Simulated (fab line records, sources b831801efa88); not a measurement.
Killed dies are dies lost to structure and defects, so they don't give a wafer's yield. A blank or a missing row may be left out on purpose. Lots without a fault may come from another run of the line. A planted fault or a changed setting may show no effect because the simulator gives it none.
Chamber matching | flow sky130 | SKY_VIA1_ETCH_15 on rie_diel-02: 4 sister chambers
The step etches SiO2 in C4F8/O2/Ar, stops on TiN, target depth 351 nm, time 54 s. 16 wafers are shown with their chamber, then 8 later ones without.

WAFERS WITH THEIR CHAMBER
wafer  | chamber | oes_product_au (a.u.)
L076.1 | 2       | 0.984
L076.4 | 0       | 0.987
L076.5 | 1       | 0.967
L077.1 | 1       | 0.983
L077.4 | 0       | 0.977
L077.6 | 2       | 0.974
L079.2 | 3       | 0.980
L079.4 | 0       | 0.986
L079.6 | 2       | 0.983
L082.1 | 1       | 0.985
L082.2 | 3       | 0.980
L082.3 | 2       | 0.979
L082.4 | 1       | 0.983
L082.5 | 3       | 0.979
L082.6 | 2       | 0.988
L090.1 | 1       | 0.986

SIGNATURES (means of the wafers above)
reading        | chamber 0 | chamber 1 | chamber 2 | chamber 3 | scatter within a chamber
oes_product_au | 0.98333   | 0.98080   | 0.98160   | 0.97967   | 0.00591
Rule: a wafer's distance from a chamber is the root of the sum, over the readings, of the square of ((its reading less the chamber's mean) divided by the reading's scatter). The wafer belongs to the nearest chamber; if the next one is less than 2 further off, it can't be placed. The scatter: the root of (the sum of the squares of (reading less its chamber's mean) over the shown wafers, divided by (wafers less chambers)).

WAFERS WITHOUT THEIR CHAMBER
wafer  | oes_product_au (a.u.)
L090.2 | 0.982
L090.6 | 0.980
L097.1 | 0.952
L097.2 | 0.973
L097.3 | 0.984
L097.4 | 0.975
L097.5 | 0.979
L097.6 | 0.956

WHICH CHAMBER EACH WENT THROUGH
wafer  | from the rows above               | in truth
L090.2 | can't be placed: 2 or 1 or 0 or 3 | 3
L090.6 | can't be placed: 3 or 1 or 2 or 0 | 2
L097.1 | can't be placed: 3 or 1 or 2 or 0 | 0
L097.2 | can't be placed: 3 or 1 or 2 or 0 | 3
L097.3 | can't be placed: 0 or 2 or 1 or 3 | 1
L097.4 | can't be placed: 3 or 1 or 2 or 0 | 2
L097.5 | can't be placed: 3 or 1 or 2 or 0 | 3
L097.6 | can't be placed: 3 or 1 or 2 or 0 | 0
Placed correctly: 0 of 8. Can't be placed from these rows: 8 (the true chamber is among the candidates in 8). Placed wrongly: 0.
